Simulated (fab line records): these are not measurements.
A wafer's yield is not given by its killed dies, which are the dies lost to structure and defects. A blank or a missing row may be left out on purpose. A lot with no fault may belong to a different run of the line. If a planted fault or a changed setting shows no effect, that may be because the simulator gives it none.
Check of tool commonality -- flow gf180mcu -- 36 wafers sampled across 10 lots

## THE REASON FOR OPENING IT
At GF_V2_RS_MEAS_24 the reading V2_W_RS is flagged on 2 of 10 lots. Fault-free wafers read 0.328 ohm/sq, with a standard deviation of 0.0048.
Rule: a lot is flagged in two cases, either no wafer of it has a number, or all its wafers with numbers fall more than 4 standard deviations from that mean. The rest of the lots are taken to be sound.

lot,measured,on,"V2_W_RS (ohm/sq), wafer by wafer",flag
L149,day 20 11:32,film_metro-01,0.333 0.332 0.327,
L150,day 20 20:53,film_metro-03,0.334 0.336 0.331,
L151,day 21 11:45,film_metro-03,0.328 0.323 0.328,
L156,day 23 05:45,film_metro-03,0.328 0.331 0.324,
L162,day 25 01:05,film_metro-01,0.249 0.246 0.251 0.248 0.246 0.251,FLAGGED
L164,day 25 19:29,film_metro-02,0.244 0.245 0.248 0.245 0.246 0.248,FLAGGED
L165,day 26 03:11,film_metro-03,0.321 0.318 0.324,
L169,day 27 08:05,film_metro-03,0.323 0.321 0.323,
L171,day 27 22:30,film_metro-02,0.322 0.324 0.327,
L172,day 28 05:34,film_metro-01,0.327 0.326 0.327,
The numbers of the flagged lots are 0.247 ohm/sq on average: -0.081 ohm/sq against the usual, or -17 standard deviations.

## TOOL THAT RAN EACH LOT
2 process steps preceding the reading are held in the record, out of 602 steps in the route. In each cell: the tool, then ch and the chambers that the sampled wafers went through, then the start.
lot,flag,GF_V2_CVD_02,GF_V2_CVD_23
L149,,"pecvd-03 ch 0,1,2, day 19 09:49","cvd_w-02 ch 0,1, day 20 11:23"
L150,,"pecvd-04 ch 0,1,2, day 19 19:26","cvd_w-02 ch 0,1, day 20 20:46"
L151,,"pecvd-03 ch 0,1, day 20 10:13","cvd_w-01 ch 0,1, day 21 11:37"
L156,,"pecvd-03 ch 0,2, day 22 04:53","cvd_w-01 ch 0,1, day 23 05:38"
L162,FLAGGED,"pecvd-01 ch 0,1,2, day 24 01:55","cvd_w-02 ch 0,1, day 25 00:58"
L164,FLAGGED,"pecvd-03 ch 0,2, day 24 20:58","cvd_w-02 ch 0,1, day 25 19:22"
L165,,"pecvd-04 ch 0,1,2, day 25 04:21","cvd_w-01 ch 0,1, day 26 03:04"
L169,,"pecvd-03 ch 0,1, day 26 09:30","cvd_w-01 ch 1, day 27 07:57"
L171,,"pecvd-03 ch 0,1,2, day 27 01:39","cvd_w-01 ch 0,1, day 27 22:23"
L172,,"pecvd-04 ch 0,1, day 27 08:23","cvd_w-01 ch 0,1, day 28 05:26"
What these steps do:
- GF_V2_CVD_02: deposits SiO2 from TEOS, target thk 850 nm, time 94.851 s.
- GF_V2_CVD_23: deposits W, target thk 350 nm, time 104.94 s.
- GF_V2_RS_MEAS_24: measures by four-point-probe.

## FLAGGED OVER TOTAL, TOOL BY TOOL (the gauges that took the reading come last)
step,tool,lots run,flagged,share of the flagged lots,sound lots run after its first flagged lot
GF_V2_CVD_02,pecvd-01,1,1,some,0
GF_V2_CVD_02,pecvd-03,6,1,some,"2 (L169,L171)"
GF_V2_CVD_02,pecvd-04,3,0,none,-
GF_V2_CVD_23,cvd_w-01,6,0,none,-
GF_V2_CVD_23,cvd_w-02,4,2,all,0
GF_V2_RS_MEAS_24,film_metro-01,3,1,some,1 (L172)
GF_V2_RS_MEAS_24,film_metro-02,2,1,some,1 (L171)
GF_V2_RS_MEAS_24,film_metro-03,5,0,none,-

## THE TABLE: WHAT IT ALLOWS
1 row of the table ran every flagged lot: cvd_w-02 at GF_V2_CVD_23.
- cvd_w-02 at GF_V2_CVD_23 ran 4 lots, 2 of them flagged. A fault beginning between L150 (day 20 20:46), its last sound lot, and L162 (day 25 00:58), its first flagged one, fits the data. Its own readings lie more than 4 standard deviations out on every wafer of the flagged lots: susceptor_temp_C.
Just one tool remains: cvd_w-02 at GF_V2_CVD_23.

## WHAT THE SIMULATOR HAD INSERTED
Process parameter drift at GF_V2_CVD_23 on cvd_w-02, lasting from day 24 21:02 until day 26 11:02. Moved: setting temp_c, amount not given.
Shown lots that were struck: L162, L164. The rule above found the same.
